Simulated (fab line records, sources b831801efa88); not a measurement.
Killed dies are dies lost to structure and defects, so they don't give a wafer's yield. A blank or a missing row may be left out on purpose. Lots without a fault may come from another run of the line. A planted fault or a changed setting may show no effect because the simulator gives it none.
One fault seen from 2 desks | flow sky130 | each desk has only its own numbers; what lay behind them comes last

THE METROLOGY DESK
What the gauges read, lot by lot, whatever tool the lot ran on: means of the sampled wafers that have a number. A lot is out of limits, marked OUT, if its mean lies more than 4 standard deviations from the usual mean; the brackets give that distance.
Columns: A = DNWELL_TW at SKY_DNWELL_TW_MEAS_09, usual 1111; B = PWDE_TW at SKY_PWDE_TW_MEAS_10, usual 372; C = VT_ADJUST_LVTN_OVL at SKY_VT_ADJUST_LVTN_OVL_MEAS_07, usual -1.6 nm; D = VT_ADJUST_LVTN_TW at SKY_VT_ADJUST_LVTN_TW_MEAS_10, usual 238.3
lot  | first seen here | A    | B   | C    | D
L473 | day 3 06:59     | 1106 | 372 | 0.3  | 236.3
L481 | day 4 22:32     | 1100 | 372 | 0.7  | 134.0 (-58) OUT
L482 | day 5 04:16     | 1092 | 368 | -1.5 | 134.7 (-58) OUT
L484 | day 5 15:22     | 1126 | 376 | -2.8 | 134.8 (-57) OUT
L486 | day 6 01:00     | 1091 | 376 | -1.5 | 236.2
L487 | day 8 17:08     | 1109 | 382 | 0.4  | 238.4
L488 | day 9 01:39     | 1134 | 367 | -2.5 | 236.2
L492 | day 9 03:42     | 1095 | 378 | -3.1 | 238.0
L490 | day 9 04:13     | 1091 | 378 | 0.7  | 241.2
L493 | day 9 05:15     | 1101 | 369 | -0.5 | 236.8
L494 | day 9 05:38     | 1139 | 367 | -1.6 | 241.1
L496 | day 9 07:30     | 1096 | 369 | -1.9 | 238.9
L495 | day 9 08:12     | 1099 | 369 | -0.8 | 239.3
This desk's finding: out of limits on L481, L482, L484; first on L481, day 8 13:17 (VT_ADJUST_LVTN_TW at SKY_VT_ADJUST_LVTN_TW_MEAS_10). In limits: L473, L486, L487, L488, L492, L490, L493, L494, L496, L495.

THE TOOL OWNER'S DESK: litho_track-02
The tool's own readings at SKY_VT_ADJUST_LVTN_DEVELOP_06 (develop time 60 s): means of the sampled wafers that have a number, for each lot that ran on this tool. A lot is out of limits, marked OUT, if its mean lies more than 4 standard deviations from the usual mean; the brackets give that distance.
Columns: A = developer_temp_C at SKY_VT_ADJUST_LVTN_DEVELOP_06, usual 23.00 C
lot  | first seen here | A
L481 | day 8 12:00     | 23.07
L482 | day 8 14:00     | 22.93
L484 | day 8 15:00     | 23.07
L487 | day 13 16:00    | 23.09
L492 | day 14 03:00    | 22.90
L494 | day 14 07:00    | 22.93
L496 | day 14 09:00    | 23.03
L495 | day 14 11:00    | 23.10
This desk's finding: nothing out of limits on any of the 8 lots.

PUT TOGETHER
The metrology desk could have raised an alarm at day 8 13:17, on L481, L482, L484.
The tool owner's desk saw nothing out of limits.
The tool owner's desk has L481, L482, L484 on record, within its limits.
Of the lots named, all ran SKY_VT_ADJUST_LVTN_DEVELOP_06 on litho_track-02.

WHAT THE SIMULATOR HAD PUT IN
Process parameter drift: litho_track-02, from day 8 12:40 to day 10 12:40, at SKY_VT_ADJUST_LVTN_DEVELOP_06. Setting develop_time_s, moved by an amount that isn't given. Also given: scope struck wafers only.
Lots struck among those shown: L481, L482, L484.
Hours from the fault's start to each desk's first reading out of limits: the metrology desk, 1.
